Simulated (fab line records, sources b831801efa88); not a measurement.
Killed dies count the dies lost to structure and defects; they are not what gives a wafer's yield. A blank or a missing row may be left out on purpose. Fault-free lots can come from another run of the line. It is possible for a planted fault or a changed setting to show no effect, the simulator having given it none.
A lot that was struck, set against a sound lot    flow sky130    15 out of 708 route steps
Sound: the wafers L983.3, L983.4, L983.6. Wafers struck: L973.2, L973.4, L973.6. The cause is given at the end.
Each step with rows lists, per side, the tool, then ch with its chambers, then its first start. Under that, the readings that differ: sound wafers    struck wafers    difference of the means    sigmas: that difference in standard deviations of wafers without a fault.
alike: readings with means less than 2 such deviations apart, plus words and numbers identical on both sides. not compared: withheld readings, readings lacking a value on some wafer, bounds such as >300 that could conceal the same value, and numbers that have no deviation in the record and whose values overlap.
Wherever a step has rows on one side only, a row that says differs or no value, or a row with sigmas, the two part there. Numbers that don't overlap but have no deviation are shown without sigmas and don't part them. A reading missing from all wafers of one side parts the sides only when that side holds two or more wafers.

first, 6 steps without rows for these wafers: SKY_METAL4_COAT_07 (resist thk 60 nm); SKY_METAL4_COAT_08 (resist thk 1140 nm); SKY_METAL4_SOFTBAKE_09 (time 90 s); SKY_METAL4_EXPOSE_10 (exposes mask MM4, target cd 300 nm); SKY_METAL4_PEB_11; SKY_METAL4_DEVELOP_12 (develop time 60 s).
SKY_METAL4_CD_MEAS_13: target cd 300 nm.
  sound: cd-sem-01 at day 46 06:13; struck: cd-sem-01 at day 43 15:59
  alike: cd-nm
SKY_METAL4_OVL_MEAS_14:
  sound: overlay-01 at day 46 06:18; struck: overlay-02 at day 43 16:06
  alike: METAL4_OVL
SKY_METAL4_DESCUM_15: chemistry O2, time 8 s.
  sound on rie-metal-04 ch 0,1, day 46 06:20; struck on rie-metal-04 ch 0,1, day 43 16:08
  alike: drypump-motor-current-A, oes-product-au
  not compared: rf-hours-counter-h
SKY_METAL4_ETCH_16: etches BARC in N2/H2, stops on SiO2, time 88.2 s, target depth 60 nm.
  sound on rie-metal-04 ch 0,1, day 46 06:23; struck on rie-metal-04 ch 0,1, day 43 16:10
  alike: drypump-motor-current-A, oes-product-au, throttle-valve-pct
  not compared: rf-hours-counter-h
SKY_METAL4_ETCH_17: etches SiO2 in C4F8/O2/Ar, stops on TiN, time 3.9 s, target depth 15 nm.
  sound on rie-diel-04 ch 0,2,3, day 46 06:28; struck on rie-diel-01 ch 0,2, day 43 16:16
  alike: oes-product-au
  not compared: rf-hours-counter-h
SKY_METAL4_METAL_ETCH_18: etches the open film in Cl2/BCl3, stops on SiO2, target depth 845 nm, time 183.1 s.
  sound on rie-metal-01 ch 0,1, day 46 06:32; struck on rie-metal-01 ch 0,1, day 43 16:17
  alike: drypump-motor-current-A, oes-product-au, throttle-valve-pct
  not compared: rf-hours-counter-h
SKY_METAL4_STRIP_19: strips in O2/N2.
  sound on plasma-asher-03 ch 0,1, day 46 06:41; struck on plasma-asher-03 ch 0,1, day 43 16:28
  no value came back on the struck wafers for chamber-pressure-mTorr (mTorr), drypump-motor-current-A (A), oes-product-au (a.u.), strip-time-to-endpoint-s (s); on the sound wafers chamber-pressure-mTorr (mTorr) reads 1499.5 1499.9 1502.0
reading                                        sound  struck             difference  sigmas
model.KrF-thick_of_METAL4_COAT_08.thk-nm (nm)  0 0 0  525.7 544.4 543.6  +537.9      
  not compared: rf-hours-counter-h
then, 1 step without rows for these wafers: SKY_METAL4_STRIP_20 (strips in post etch residue remover, time 1200 s).
-- the record jumps here: 4 days lie between the struck wafers' starts before and after (it left off in module METAL4 and takes up again in module PAD_OPEN, whose first step shown is number 708 of the route) --
SKY_PAD_OPEN_PROBE_99:
  sound: prober-02 at day 49 16:49; struck: prober-02 at day 47 11:56
reading                   sound           struck          difference  sigmas
defect-limited-yield (%)  82.5 85.2 83.7  0 0 0           -84         -42
killed_at_M4_up           4 5 7           414 413 395     +402        +99 or more
killed-dies               86 73 80        492 492 492     +412        +42
killed-on-rim             19 13 21        96 96 96        +78         +20
sort_bin_5_function (%)   10.8 8.3 10.0   93.9 91.9 92.7  +83.1       +55
sort-n-pass               406 419 412     0 0 0           -412        -42
sort-yield-pct (%)        82.5 85.2 83.7  0 0 0           -84         -42
  alike: killed_at_M0_to_M3, killed-at-contacts, killed-at-front-end, killed-at-other, killed-open, killed-short, sort_bin_3_pad_short, sort_bin_6_memory

WHERE THEY PART
Earliest at SKY_METAL4_STRIP_19; latest, in this record, at SKY_PAD_OPEN_PROBE_99.

WHY: whatever the simulator had introduced
Beginning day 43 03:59, the whole step at SKY_METAL4_STRIP_19 was skipped on plasma-asher-03. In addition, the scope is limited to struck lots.
